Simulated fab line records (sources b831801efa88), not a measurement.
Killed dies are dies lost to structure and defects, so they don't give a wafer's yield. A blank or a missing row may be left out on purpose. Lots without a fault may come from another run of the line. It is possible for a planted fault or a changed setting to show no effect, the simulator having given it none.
What tool caused it? || flow gf180mcu || 11 lots, 33 wafers sampled, at 5 steps of a route of 602

## WHAT EACH GAUGE READ, for each wafer
GF_STI_THK_MEAS_30.
{"lot": "L325", "measured": "day 3 04:29", "on": "filmMetro-02", "STI_OXIDATION_02_THK (nm)": "9.69 9.88 9.72"}
{"lot": "L330", "measured": "day 4 01:28", "on": "filmMetro-03", "STI_OXIDATION_02_THK (nm)": "10.08 10.25 10.32"}
{"lot": "L332", "measured": "day 4 10:35", "on": "filmMetro-02", "STI_OXIDATION_02_THK (nm)": "9.87 10.04 10.04"}
{"lot": "L334", "measured": "day 4 21:08", "on": "filmMetro-01", "STI_OXIDATION_02_THK (nm)": "9.91 10.00 10.09"}
{"lot": "L336", "measured": "day 5 11:59", "on": "filmMetro-01", "STI_OXIDATION_02_THK (nm)": "10.09 10.13 10.18"}
{"lot": "L337", "measured": "day 5 15:15", "on": "filmMetro-01", "STI_OXIDATION_02_THK (nm)": "9.92 9.75 9.97"}
{"lot": "L338", "measured": "day 5 17:43", "on": "filmMetro-03", "STI_OXIDATION_02_THK (nm)": "9.70 9.93 9.86"}
{"lot": "L339", "measured": "day 5 23:31", "on": "filmMetro-02", "STI_OXIDATION_02_THK (nm)": "9.59 9.49 9.33"}
{"lot": "L340", "measured": "day 6 04:33", "on": "filmMetro-01", "STI_OXIDATION_02_THK (nm)": "10.10 10.07 9.89"}
{"lot": "L341", "measured": "day 6 12:03", "on": "filmMetro-02", "STI_OXIDATION_02_THK (nm)": "10.00 10.10 9.86"}
{"lot": "L345", "measured": "day 7 04:00", "on": "filmMetro-01", "STI_OXIDATION_02_THK (nm)": "10.14 10.08 10.14"}

GF_HV_LDD_THK_MEAS_57.
{"lot": "L325", "measured": "day 13 21:58", "on": "filmMetro-02", "HV_LDD_CVD_56_THK (nm)": "90.1 89.9 89.4"}
{"lot": "L330", "measured": "day 15 05:05", "on": "filmMetro-02", "HV_LDD_CVD_56_THK (nm)": "88.5 88.0 88.4"}
{"lot": "L332", "measured": "day 15 21:21", "on": "filmMetro-03", "HV_LDD_CVD_56_THK (nm)": "89.9 90.3 89.4"}
{"lot": "L334", "measured": "day 16 12:43", "on": "filmMetro-03", "HV_LDD_CVD_56_THK (nm)": "90.3 89.9 89.6"}
{"lot": "L336", "measured": "day 17 17:42", "on": "filmMetro-03", "HV_LDD_CVD_56_THK (nm)": "90.3 90.1 90.9"}
{"lot": "L337", "measured": "day 17 16:05", "on": "filmMetro-02", "HV_LDD_CVD_56_THK (nm)": "89.9 90.4 91.0"}
{"lot": "L338", "measured": "day 17 22:59", "on": "filmMetro-02", "HV_LDD_CVD_56_THK (nm)": "89.4 90.0 89.3"}
{"lot": "L339", "measured": "day 18 04:56", "on": "filmMetro-03", "HV_LDD_CVD_56_THK (nm)": "89.3 89.1 89.1"}
{"lot": "L340", "measured": "day 18 11:25", "on": "filmMetro-03", "HV_LDD_CVD_56_THK (nm)": "89.7 89.6 90.2"}
{"lot": "L341", "measured": "day 19 00:11", "on": "filmMetro-02", "HV_LDD_CVD_56_THK (nm)": "89.3 90.3 90.5"}
{"lot": "L345", "measured": "day 20 01:43", "on": "filmMetro-04", "HV_LDD_CVD_56_THK (nm)": "91.2 90.6 90.5"}

GF_PSD_RS_MEAS_14: measurement is done with a four-point probe.
{"lot": "L325", "measured": "day 15 17:05", "on": "filmMetro-02", "NSD_RS (ohm/sq)": "46.19 46.27 46.34"}
{"lot": "L330", "measured": "day 17 01:28", "on": "filmMetro-01", "NSD_RS (ohm/sq)": "46.09 46.07 46.01"}
{"lot": "L332", "measured": "day 17 20:01", "on": "filmMetro-01", "NSD_RS (ohm/sq)": "46.14 46.13 46.22"}
{"lot": "L334", "measured": "day 18 11:53", "on": "filmMetro-01", "NSD_RS (ohm/sq)": "46.13 46.11 46.16"}
{"lot": "L336", "measured": "day 19 18:43", "on": "filmMetro-04", "NSD_RS (ohm/sq)": "44.72 44.72 44.60"}
{"lot": "L337", "measured": "day 19 17:11", "on": "filmMetro-02", "NSD_RS (ohm/sq)": "44.84 44.82 44.81"}
{"lot": "L338", "measured": "day 20 00:49", "on": "filmMetro-01", "NSD_RS (ohm/sq)": "46.10 46.14 46.03"}
{"lot": "L339", "measured": "day 20 05:55", "on": "filmMetro-04", "NSD_RS (ohm/sq)": "46.05 46.10 46.12"}
{"lot": "L340", "measured": "day 20 12:50", "on": "filmMetro-01", "NSD_RS (ohm/sq)": "44.68 44.61 44.61"}
{"lot": "L341", "measured": "day 21 02:00", "on": "filmMetro-01", "NSD_RS (ohm/sq)": "46.23 46.15 46.14"}
{"lot": "L345", "measured": "day 22 02:19", "on": "filmMetro-01", "NSD_RS (ohm/sq)": "46.03 46.02 46.07"}

## EACH LOT AND THE TOOL THAT RAN IT (in order: tool; ch and the chambers of the sampled wafers; start)
{"lot": "L325", "GF_NSD_IMPLANT_09": "implanter-01 ch 0, day 14 18:34", "GF_NSD_STRIP_11": "plasmaAsher-03 ch 0,1, day 14 18:50"}
{"lot": "L330", "GF_NSD_IMPLANT_09": "implanter-02 ch 0, day 16 02:38", "GF_NSD_STRIP_11": "plasmaAsher-04 ch 0,1, day 16 02:56"}
{"lot": "L332", "GF_NSD_IMPLANT_09": "implanter-01 ch 0, day 16 20:23", "GF_NSD_STRIP_11": "plasmaAsher-04 ch 0,1, day 16 20:41"}
{"lot": "L334", "GF_NSD_IMPLANT_09": "implanter-01 ch 0, day 17 10:51", "GF_NSD_STRIP_11": "plasmaAsher-03 ch 0, day 17 11:07"}
{"lot": "L336", "GF_NSD_IMPLANT_09": "implanter-01 ch 0, day 18 17:32", "GF_NSD_STRIP_11": "plasmaAsher-04 ch 0,1, day 18 17:50"}
{"lot": "L337", "GF_NSD_IMPLANT_09": "implanter-01 ch 0, day 18 15:49", "GF_NSD_STRIP_11": "plasmaAsher-02 ch 0,1, day 18 16:05"}
{"lot": "L338", "GF_NSD_IMPLANT_09": "implanter-04 ch 0, day 18 23:11", "GF_NSD_STRIP_11": "plasmaAsher-03 ch 0,1, day 18 23:29"}
{"lot": "L339", "GF_NSD_IMPLANT_09": "implanter-02 ch 0, day 19 04:41", "GF_NSD_STRIP_11": "plasmaAsher-03 ch 0,1, day 19 04:59"}
{"lot": "L340", "GF_NSD_IMPLANT_09": "implanter-01 ch 0, day 19 11:32", "GF_NSD_STRIP_11": "plasmaAsher-02 ch 1, day 19 11:50"}
{"lot": "L341", "GF_NSD_IMPLANT_09": "implanter-02 ch 0, day 20 00:43", "GF_NSD_STRIP_11": "plasmaAsher-04 ch 0,1, day 20 00:59"}
{"lot": "L345", "GF_NSD_IMPLANT_09": "implanter-02 ch 0, day 21 01:55", "GF_NSD_STRIP_11": "plasmaAsher-02 ch 0,1, day 21 02:13"}
- GF_NSD_IMPLANT_09
- GF_NSD_STRIP_11: strips in O2/N2.

## WHAT THE TOOLS THEMSELVES READ (means of the sampled wafers that have a number; where no wafer has one, the mark that the record gives instead)
GF_NSD_IMPLANT_09.
{"lot": "L325", "tool": "implanter-01", "beamOnS (s)": 19.8, "endStationPressureTorr (Torr)": 1.22e-05, "faradayCurrentUA": 11071}
{"lot": "L330", "tool": "implanter-02", "beamOnS (s)": 20.9, "endStationPressureTorr (Torr)": 1.20e-05, "faradayCurrentUA": 10543}
{"lot": "L332", "tool": "implanter-01", "beamOnS (s)": 19.2, "endStationPressureTorr (Torr)": 1.24e-05, "faradayCurrentUA": 11451}
{"lot": "L334", "tool": "implanter-01", "beamOnS (s)": 19.6, "endStationPressureTorr (Torr)": 1.23e-05, "faradayCurrentUA": 11213}
{"lot": "L336", "tool": "implanter-01", "beamOnS (s)": 27.6, "endStationPressureTorr (Torr)": 1.12e-05, "faradayCurrentUA": 7952}
{"lot": "L337", "tool": "implanter-01", "beamOnS (s)": 27.6, "endStationPressureTorr (Torr)": 1.14e-05, "faradayCurrentUA": 7963}
{"lot": "L338", "tool": "implanter-04", "beamOnS (s)": 16.5, "endStationPressureTorr (Torr)": 1.45e-05, "faradayCurrentUA": 13239}
{"lot": "L339", "tool": "implanter-02", "beamOnS (s)": 20.9, "endStationPressureTorr (Torr)": 1.20e-05, "faradayCurrentUA": 10540}
{"lot": "L340", "tool": "implanter-01", "beamOnS (s)": 27.0, "endStationPressureTorr (Torr)": 1.13e-05, "faradayCurrentUA": 8150}
{"lot": "L341", "tool": "implanter-02", "beamOnS (s)": 20.7, "endStationPressureTorr (Torr)": 1.19e-05, "faradayCurrentUA": 10598}
{"lot": "L345", "tool": "implanter-02", "beamOnS (s)": 20.7, "endStationPressureTorr (Torr)": 1.21e-05, "faradayCurrentUA": 10615}

GF_NSD_STRIP_11.
{"lot": "L325", "tool": "plasmaAsher-03", "drypumpMotorCurrentA (A)": 5.59, "heaterPowerW (W)": 326, "oesProductAu (a.u.)": 0.488, "stripTimeToEndpointS (s)": 22.98}
{"lot": "L330", "tool": "plasmaAsher-04", "drypumpMotorCurrentA (A)": 5.55, "heaterPowerW (W)": 339, "oesProductAu (a.u.)": 0.489, "stripTimeToEndpointS (s)": 23.05}
{"lot": "L332", "tool": "plasmaAsher-04", "drypumpMotorCurrentA (A)": 5.56, "heaterPowerW (W)": 337, "oesProductAu (a.u.)": 0.479, "stripTimeToEndpointS (s)": 22.96}
{"lot": "L334", "tool": "plasmaAsher-03", "drypumpMotorCurrentA (A)": 5.78, "heaterPowerW (W)": 328, "oesProductAu (a.u.)": 0.492, "stripTimeToEndpointS (s)": 23.00}
{"lot": "L336", "tool": "plasmaAsher-04", "drypumpMotorCurrentA (A)": 5.46, "heaterPowerW (W)": 358, "oesProductAu (a.u.)": 0.478, "stripTimeToEndpointS (s)": 23.90}
{"lot": "L337", "tool": "plasmaAsher-02", "drypumpMotorCurrentA (A)": 5.55, "heaterPowerW (W)": 310, "oesProductAu (a.u.)": 0.476, "stripTimeToEndpointS (s)": 23.81}
{"lot": "L338", "tool": "plasmaAsher-03", "drypumpMotorCurrentA (A)": 5.70, "heaterPowerW (W)": 323, "oesProductAu (a.u.)": 0.487, "stripTimeToEndpointS (s)": 23.02}
{"lot": "L339", "tool": "plasmaAsher-03", "drypumpMotorCurrentA (A)": 5.69, "heaterPowerW (W)": 327, "oesProductAu (a.u.)": 0.484, "stripTimeToEndpointS (s)": 23.06}
{"lot": "L340", "tool": "plasmaAsher-02", "drypumpMotorCurrentA (A)": 5.29, "heaterPowerW (W)": 325, "oesProductAu (a.u.)": 0.480, "stripTimeToEndpointS (s)": 23.87}
{"lot": "L341", "tool": "plasmaAsher-04", "drypumpMotorCurrentA (A)": 5.57, "heaterPowerW (W)": 337, "oesProductAu (a.u.)": 0.493, "stripTimeToEndpointS (s)": 22.97}
{"lot": "L345", "tool": "plasmaAsher-02", "drypumpMotorCurrentA (A)": 5.55, "heaterPowerW (W)": 315, "oesProductAu (a.u.)": 0.491, "stripTimeToEndpointS (s)": 22.91}

## THE ANSWER, worked out from the rows above alone
Rule: the usual values come from the lots themselves. The widest of any qualifying gaps counts: lots, ordered by their means at a reading, are off when they make up no more than a third of the lots, leave a main group of 4 or more, and stand apart from it by 3 or more times the standard deviation of that group's means. A main group is skipped when, at the precision printed for the reading in the tables above, its means are all equal. Also off: a lot with no number at a reading for which 4 or more lots have one. The other lots that the step has rows for count as sound. The gauges are gone through in route order, then the tools' own readings, and for those a lot's mean is taken as printed above. The first step at which some lot is off is used, and at that step the reading that is off furthest; a lot without a number counts as furthest.
Off: at GF_PSD_RS_MEAS_14 (NSD_RS), L336, L337, L340. Mean 46.13 ohm/sq and standard deviation 0.069 in the main group.
If a tool, at a process step before that reading, ran all the lots that are off and no sound lot after the first of them, it fits. The gauges at GF_PSD_RS_MEAS_14 aren't tried: what is off there is off at GF_NSD_IMPLANT_09 too, on other tools, and a gauge's error can't cause that. One fits: implanter-01 at GF_NSD_IMPLANT_09. A fault onset in the window from L334 (day 17 10:51, its last sound lot) to L337 (day 18 15:49, its first lot off) fits.
On the lots that are off, the tool's own readings at GF_NSD_IMPLANT_09 differ by more than 5 times the standard deviation of the sound lots' means, which bears it out; beamOnS reads 27.4 s there versus 19.8 s on the sound lots.

## WHAT WAS PUT IN BY THE SIMULATOR
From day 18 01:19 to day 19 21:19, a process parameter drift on implanter-01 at GF_NSD_IMPLANT_09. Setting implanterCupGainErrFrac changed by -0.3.
Struck lots among those shown: L336, L337, L340. The rule above found the same.
